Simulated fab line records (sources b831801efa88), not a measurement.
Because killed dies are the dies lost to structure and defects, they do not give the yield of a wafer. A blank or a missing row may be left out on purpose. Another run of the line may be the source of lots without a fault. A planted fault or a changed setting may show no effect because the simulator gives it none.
Which tool is to blame?	flow sky130	Sampling: 11 lots, 33 wafers, 3 of 708 route steps

== WHAT THE GAUGES READ, wafer by wafer ==
SKY_VIA1_THK_MEAS_01.
lot	measured	on	VIA1_HDPCVD_THK (nm)
L180	day 32 15:40	film metro-01	1037 1018 1012
L181	day 33 11:55	film metro-02	1025 1024 1032
L183	day 33 20:58	film metro-01	1048 1047 1047
L185	day 34 09:19	film metro-04	1011 1006 1034
L184	day 34 19:46	film metro-01	1039 1048 1029
L191	day 36 22:59	film metro-01	1571 1573 1036
L193	day 37 08:08	film metro-01	1050 1557 1563
L197	day 38 07:46	film metro-01	1039 1036 1034
L200	day 38 22:03	film metro-04	1053 1031 1024
L201	day 39 03:31	film metro-01	1032 1048 1057
L203	day 40 07:28	film metro-02	1033 1039 1041

== TOOL THAT RAN EACH LOT (tool first, then ch and the chambers of the sampled wafers, then the start) ==
lot	SKY_METAL1_DESCUM_17	SKY_VIA1_HDPCVD_00
L180	rie metal-01 ch 0, day 32 14:35	hdpcvd-01 ch 0,2, day 32 15:34
L181	rie metal-04 ch 0,1, day 33 11:01	hdpcvd-02 ch 0,1,2, day 33 11:48
L183	rie metal-01 ch 0,1, day 33 20:03	hdpcvd-01 ch 0,1,2, day 33 20:50
L185	rie metal-01 ch 0,1, day 34 08:25	hdpcvd-02 ch 0,1,2, day 34 09:12
L184	rie metal-01 ch 0,1, day 34 18:52	hdpcvd-01 ch 0,2, day 34 19:39
L191	rie metal-03 ch 0,1, day 36 22:05	hdpcvd-01 ch 0,2, day 36 22:52
L193	rie metal-04 ch 0,1, day 37 07:14	hdpcvd-01 ch 0,1, day 37 08:01
L197	rie metal-01 ch 0,1, day 38 06:52	hdpcvd-02 ch 0,1,2, day 38 07:39
L200	rie metal-03 ch 1, day 38 20:56	hdpcvd-02 ch 0,1, day 38 21:55
L201	rie metal-04 ch 0,1, day 39 02:34	hdpcvd-02 ch 1,2, day 39 03:24
L203	rie metal-03 ch 0,1, day 40 06:32	hdpcvd-02 ch 0,1, day 40 07:21
- SKY_METAL1_DESCUM_17: chemistry O2, time 8 s.
- SKY_VIA1_HDPCVD_00: deposits SiO2, target thk 1030 nm, time 171.7 s.

== THE ANSWER, worked out from the rows above alone ==
Rule: the lots themselves supply what counts as usual. Put in order of their means at a reading, lots are off if they are a third of the lots or fewer, leave a main group of 4 or more, and stand apart from it by a gap of 3 or more times the standard deviation of the main group's means; of several such gaps the widest counts. A main group whose means are all the same, to the digits that the tables above print for the reading, isn't used. Also off: a lot with no number at a reading for which 4 or more lots have one. The other lots that the step has rows for count as sound.
Off: L191, L193, at SKY_VIA1_THK_MEAS_01 (VIA1_HDPCVD_THK). Main group: mean 1034 nm, sd 9.6.
A tool fits if, at a process step before that reading, it ran every lot that is off, and no sound lot after the first of them. The gauges at SKY_VIA1_THK_MEAS_01 are tried like those tools. One candidate fits, namely hdpcvd-01 at SKY_VIA1_HDPCVD_00. A fault onset in the window from L184 (day 34 19:39, its last sound lot) to L191 (day 36 22:52, its first lot off) fits.

== WHAT WAS PUT IN BY THE SIMULATOR ==
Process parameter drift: hdpcvd-01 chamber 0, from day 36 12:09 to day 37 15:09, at SKY_VIA1_HDPCVD_00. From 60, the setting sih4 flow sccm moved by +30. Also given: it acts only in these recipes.
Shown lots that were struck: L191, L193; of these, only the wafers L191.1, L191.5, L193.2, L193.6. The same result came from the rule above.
